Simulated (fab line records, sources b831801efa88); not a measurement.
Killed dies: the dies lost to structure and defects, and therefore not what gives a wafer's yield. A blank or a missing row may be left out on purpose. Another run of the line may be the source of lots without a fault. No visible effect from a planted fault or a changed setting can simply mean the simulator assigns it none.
A struck lot beside a sound one || flow sfq-line || 42 steps out of a route of 325
Sound: these wafers, L139.1, L139.5, L139.6. The struck wafers were L156.2, L156.4, L156.6. The cause comes at the end.
Per side, at each step with rows, come the tool, then ch with its chambers, and then its first start. Under that, the readings that differ: sound wafers || struck wafers || difference of the means || sigmas: that difference in standard deviations of wafers without a fault.
alike: readings whose means differ by less than 2 such deviations, and words and numbers that are the same on both sides. not compared: withheld readings, readings that some wafer has no value for, bounds like >300 that may hide the same value, and numbers for which the record gives no deviation and whose values overlap.
The two part at a step that has a row with sigmas, a row that says differs or no value, or rows on one side only. Non-overlapping numbers with no deviation appear without sigmas and do not part them. Lack of a reading on every wafer of one side parts them only where that side has two or more wafers.

first, 4 steps without rows for these wafers: SFQ_TRILAYER_I4_VIA_STRIP_STRIP_107 (strips in O2); SFQ_TRILAYER_I4_VIA_STRIP_SOLV_CLEAN_108 (cleans in NMP, time 600 s); SFQ_TRILAYER_JJ_TRILAYER_DEP_PRE_CLEAN_113 (time 22.5 s); SFQ_TRILAYER_JJ_TRILAYER_DEP_SPUTTER_109 (material Nb, target thk 150 nm, time 100 s).
SFQ_TRILAYER_JJ_TRILAYER_DEP_SPUTTER_110: material Al, target thk 8 nm, time 10 s.
  sound on pvd-sputter-05 at day 50 20:40; struck on pvd-sputter-03 at day 63 12:34
  alike: chamber-pressure-pa, throttle-valve-pct
then, 1 step without rows for these wafers: SFQ_TRILAYER_JJ_TRILAYER_DEP_AL_OXIDATION_111 (oxidation time 600 s).
SFQ_TRILAYER_JJ_TRILAYER_DEP_SPUTTER_112: material Nb, target thk 170 nm, time 113.3 s.
  sound on pvd-sputter-05 at day 50 21:41; struck on pvd-sputter-03 at day 63 13:35
  alike: chamber-pressure-pa, substrate-temp-c, throttle-valve-pct
SFQ_JJ_RS_MEAS_929: the measuring method here is four-point-probe.
  sound on film-metro-03 at day 50 21:46; struck on film-metro-04 at day 63 13:41
  alike: JJ_NB_RS
then, 3 steps without rows for these wafers: SFQ_TRILAYER_JJ_CE_LITHO_COAT_119 (resist thk 62 nm); SFQ_TRILAYER_JJ_CE_LITHO_COAT_114 (resist thk 600 nm); SFQ_TRILAYER_JJ_CE_LITHO_SOFTBAKE_118.
SFQ_TRILAYER_JJ_CE_LITHO_EXPOSE_115: exposes mask J5, target cd 700 nm.
  sound on krf-scanner-02 ch 0, day 50 22:41; struck on krf-scanner-01 ch 0, day 64 04:44
  alike: mask
then, 2 steps without rows for these wafers: SFQ_TRILAYER_JJ_CE_LITHO_PEB_117 (peb time 60 s); SFQ_TRILAYER_JJ_CE_LITHO_DEVELOP_116 (time 60 s).
SFQ_JJ_OVL_MEAS_931:
  sound on overlay-02 at day 51 00:11; struck on overlay-02 at day 64 06:02
  alike: J5_OVL
SFQ_TRILAYER_JJ_CE_METRO_MEASURE_117:
  sound on cd-sem-02 at day 51 00:14; struck on cd-sem-01 at day 64 06:16
{"reading": "cd-nm (nm)", "sound": "701.6 701.1 701.1", "struck": "678.6 676.0 689.6", "difference": -19.9, "sigmas": -18}
SFQ_TRILAYER_JJ_CE_BARC_OPEN_RIE_150: chemistry O2, target BARC, target depth 240 nm, time 80 s.
  sound on rie-metal-02 ch 0,1, day 51 01:26; struck on rie-metal-04 ch 0,1, day 64 07:16
{"reading": "model.JJ.cd-nm (nm)", "sound": "702.8 702.1 701.7", "struck": "679.2 676.4 690.5", "difference": -20.2, "sigmas": ""}
  alike: drypump-motor-current-A, oes-product-au
  not compared: rf-hours-counter-h
SFQ_TRILAYER_JJ_CE_ETCH_RIE_118: chemistry SF6, target Nb, stops on Al2O3, time 97.7 s, target depth 170 nm.
  sound on rie-metal-02 ch 0,1, day 51 01:31; struck on rie-metal-04 ch 0,1, day 64 07:22
{"reading": "model.JJ.cd-nm (nm)", "sound": "702.6 701.1 700.7", "struck": "678.7 675.9 691", "difference": -19.6, "sigmas": ""}
  alike: drypump-motor-current-A, oes-product-au
  not compared: rf-hours-counter-h
then, 1 step without rows for these wafers: SFQ_TRILAYER_JJ_ANODIZE_ANODIZE_119.
SFQ_TRILAYER_JJ_CE_STRIP_STRIP_120: strips in O2.
  sound on rie-metal-03 ch 0,1, day 51 02:07; struck on rie-metal-02 ch 1, day 64 07:58
  alike: drypump-motor-current-A, oes-product-au
  not compared: rf-hours-counter-h
then, 7 steps without rows for these wafers: SFQ_TRILAYER_JJ_CE_STRIP_SOLV_CLEAN_121 (cleans in NMP, time 600 s); SFQ_TRILAYER_M5_LITHO_COAT_128 (resist thk 62 nm); SFQ_TRILAYER_M5_LITHO_COAT_123 (resist thk 600 nm); SFQ_TRILAYER_M5_LITHO_SOFTBAKE_127; SFQ_TRILAYER_M5_LITHO_EXPOSE_124 (exposes mask M5, target cd 700 nm); SFQ_TRILAYER_M5_LITHO_PEB_126 (peb time 60 s); SFQ_TRILAYER_M5_LITHO_DEVELOP_125 (time 60 s).
-- the record jumps here: 5 days lie between the struck wafers' starts before and after --
SFQ_M5_OVL_MEAS_932:
  sound on overlay-02 at day 51 08:43; struck on overlay-02 at day 69 04:46
  alike: M5_OVL
then, 1 step without rows for these wafers: SFQ_TRILAYER_M5_BARC_OPEN_METAL_ETCH_161 (etches BARC in O2, target depth 125 nm, time 41.7 s).
SFQ_TRILAYER_M5_ETCH_METAL_ETCH_126: etches Nb in Cl2/BCl3, stops on SiO2, time 203.2 s, target depth 265 nm.
  sound on rie-metal-03 ch 0,1, day 51 08:49; struck on rie-metal-04 ch 0,1, day 69 04:51
  alike: drypump-motor-current-A, oes-product-au
  not compared: rf-hours-counter-h
then, 2 steps without rows for these wafers: SFQ_TRILAYER_M5_STRIP_STRIP_127 (strips in O2); SFQ_TRILAYER_M5_STRIP_SOLV_CLEAN_128 (cleans in NMP, time 600 s).
SFQ_TRILAYER_A5B_DEP_PECVD_129: deposits SiO2 from SiH4/N2O, time 133.33 s, target thk 600 nm.
  sound on pecvd-02 ch 0,1,2, day 51 09:47; struck on pecvd-01 ch 0,2, day 69 05:59
  alike: heater-power-w, throttle-valve-pct
then, 5 steps without rows for these wafers: SFQ_TRILAYER_A5B_CMP_CMP_130 (polishes, stops on Nb, target thk 340.7 nm); SFQ_TRILAYER_A5B_METRO_MEASURE_131; SFQ_TRILAYER_R5_DEP_SPUTTER_132 (material Ti, target thk 5 nm, time 5 s); SFQ_TRILAYER_R5_DEP_SPUTTER_133 (material MoNx, target thk 40 nm, time 66.7 s); SFQ_TRILAYER_R5_DEP_SPUTTER_134 (material Ti, target thk 5 nm, time 5 s).
SFQ_R5_RS_MEAS_933: the measuring method here is four-point-probe.
  sound on film-metro-01 at day 51 22:06; struck on film-metro-03 at day 69 10:44
  alike: R5_MONX_RS
SFQ_R5_THK_MEAS_934: measures by xrf.
  sound on film-metro-01 at day 51 22:13; struck on film-metro-03 at day 69 10:51
  alike: R5_MONX_THK
then, 1 step without rows for these wafers: SFQ_TRILAYER_R5_LITHO_COAT_141 (resist thk 62 nm).
-- the record jumps here: 20 days lie between the struck wafers' starts before and after --
SFQ_M8_BOW_MEAS_951:
  sound on film-metro-02 at day 77 08:52; struck on film-metro-02 at day 89 11:26
{"reading": "M8_BOW (um)", "sound": "-4 -4 -1", "struck": "49 50 44", "difference": "+51", "sigmas": "+4"}
{"reading": "model.etest.jj.g-times", "sound": "1.006 1.002 1.001", "struck": "0.939 0.9312 0.9733", "difference": -0.055, "sigmas": ""}

== WHERE THEY PART ==
At SFQ_TRILAYER_JJ_CE_METRO_MEASURE_117 first; at SFQ_M8_BOW_MEAS_951 last (within this record only).

WHY: the cause the simulator had injected
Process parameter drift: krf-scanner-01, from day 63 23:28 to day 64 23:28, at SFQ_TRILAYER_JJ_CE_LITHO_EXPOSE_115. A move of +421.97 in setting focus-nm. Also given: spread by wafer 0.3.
